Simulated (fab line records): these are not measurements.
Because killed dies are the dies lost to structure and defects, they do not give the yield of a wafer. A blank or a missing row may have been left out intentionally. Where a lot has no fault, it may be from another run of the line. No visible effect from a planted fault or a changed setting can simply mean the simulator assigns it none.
One fault seen from 2 desks + flow sky130 + numbers are kept per desk, each desk with only its own; the story behind them comes last

## DESK OF THE TOOL OWNER: pvd_sputter-02
At SKY_METAL3_SPUTTER_01 (material TiN, target thk 20 nm, time 16.7 s) the tool's own readings: per lot run on this tool, the mean of the sampled wafers that have a number. Marked OUT: a lot whose mean sits more than 4 standard deviations from the usual mean, which makes it out of limits; the brackets give that distance.
Columns: A = chamber_pressure_pa at SKY_METAL3_SPUTTER_01, usual 0.4000 Pa; B = throttle_valve_pct at SKY_METAL3_SPUTTER_01, usual 30.4 %
| lot  | first seen here | A      | B    |
|------|-----------------|--------|------|
| L782 | day 39 05:59    | 0.3998 | 29.9 |
| L795 | day 43 09:26    | 0.3995 | 30.5 |
| L796 | day 43 10:36    | 0.4003 | 29.4 |
This desk's finding: nothing out of limits on any of the 3 lots.

## THE METROLOGY DESK
Lot by lot, what the gauges showed, no matter which tool ran the lot: averages of those sampled wafers that carry a number. Marked OUT: a lot whose mean sits more than 4 standard deviations from the usual mean, which makes it out of limits; the brackets give that distance.
Columns: A = VIA2_W_RS at SKY_VIA2_RS_MEAS_22, usual 0.271 ohm/sq; B = VIA2_W_THK at SKY_VIA2_THK_MEAS_23, usual 414 nm
| lot  | first seen here | A     | B   |
|------|-----------------|-------|-----|
| L778 | day 38 17:47    | 0.271 | 416 |
| L782 | day 39 05:29    | 0.265 | 423 |
| L786 | day 40 09:23    | 0.268 | 420 |
| L794 | day 42 11:08    | 0.270 | 411 |
| L795 | day 43 08:54    | 0.276 | 403 |
| L796 | day 43 09:58    | 0.269 | 412 |
This desk's finding: nothing out of limits on any of the 6 lots.

## ALL TOGETHER
The desk of the tool owner found nothing out of limits.
From the metrology desk's view, nothing was out of limits.

## WHAT WAS PUT IN BY THE SIMULATOR
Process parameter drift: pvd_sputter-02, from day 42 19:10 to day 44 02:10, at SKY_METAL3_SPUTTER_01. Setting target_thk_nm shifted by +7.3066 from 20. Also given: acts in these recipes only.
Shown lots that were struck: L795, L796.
